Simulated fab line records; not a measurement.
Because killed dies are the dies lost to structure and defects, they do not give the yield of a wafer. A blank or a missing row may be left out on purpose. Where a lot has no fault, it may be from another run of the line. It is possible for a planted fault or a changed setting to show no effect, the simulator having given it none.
One fault seen from 2 desks | flow gf180mcu | only its own numbers are on each desk; what lay behind them is given at the end

## AT THE METROLOGY DESK
What the gauges read, lot by lot, whatever tool the lot ran on: means of the sampled wafers that have a number. A lot is out of limits, marked OUT, if its mean lies more than 4 standard deviations from the usual mean; the brackets give that distance.
Columns: A = V2_CVD_00_THK at GF_V2_THK_MEAS_01, usual 599 nm; B = V2_CVD_02_THK at GF_V2_THK_MEAS_03, usual 847 nm; C = V2_BOW at GF_V2_BOW_MEAS_05, usual 102 um; D = cd nm at GF_V2_CD_MEAS_14, usual 259.4 nm; E = V2_OVL at GF_V2_OVL_MEAS_15, usual -2 nm
lot  | first seen here | A   | B   | C   | D     | E
L720 | day 20 13:32    | 590 | 859 | 87  | 261.0 | -3
L725 | day 22 07:40    | 588 | 854 | 108 | 258.8 | 0
L726 | day 22 19:05    | 595 | 844 | 103 | 260.9 | 2
L736 | day 26 05:54    | 590 | 839 | 102 | 257.0 | -7
L738 | day 27 05:48    | 600 | 826 | 111 | 259.2 | -7
L739 | day 27 09:13    | 589 | 860 | 103 | 260.0 | -5
This desk's finding: nothing out of limits on any of the 6 lots.

## TOOL OWNER'S DESK, litho track-01
At GF_V2_SOFTBAKE_10 (time 60 s), the tool's own readings, given per lot that ran on this tool as the mean of the sampled wafers with a number. A lot is out of limits, marked OUT, if its mean lies more than 4 standard deviations from the usual mean; the brackets give that distance.
Columns: A = heater power total W at GF_V2_SOFTBAKE_10, usual 93.05 W; B = run length s at GF_V2_SOFTBAKE_10, usual 89.13 s
lot  | first seen here | A               | B
L726 | day 23 07:00    | 93.02           | 89.05
L736 | day 26 16:00    | 96.77 (+66) OUT | 82.68 (-59) OUT
L738 | day 27 16:00    | 94.87 (+33) OUT | 85.95 (-29) OUT
This desk's finding: out of limits on L736, L738; first on L736, day 26 16:00 (heater power total W at GF_V2_SOFTBAKE_10). L726 stayed within limits.

## TAKEN TOGETHER
An alarm could have come from the tool owner's desk at day 26 16:00, on L736, L738.
The metrology desk saw nothing out of limits.
The metrology desk has L736, L738 on record, within its limits.
The lots listed all ran GF_V2_SOFTBAKE_10 on litho track-01.

## WHAT THE SIMULATOR HAD INSERTED
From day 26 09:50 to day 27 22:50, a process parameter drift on litho track-01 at GF_V2_SOFTBAKE_10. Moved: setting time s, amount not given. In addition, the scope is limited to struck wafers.
Shown lots that were struck: L736, L738.
Delay in hours, fault start to first out-of-limits reading, by desk: the tool owner's desk at 6.
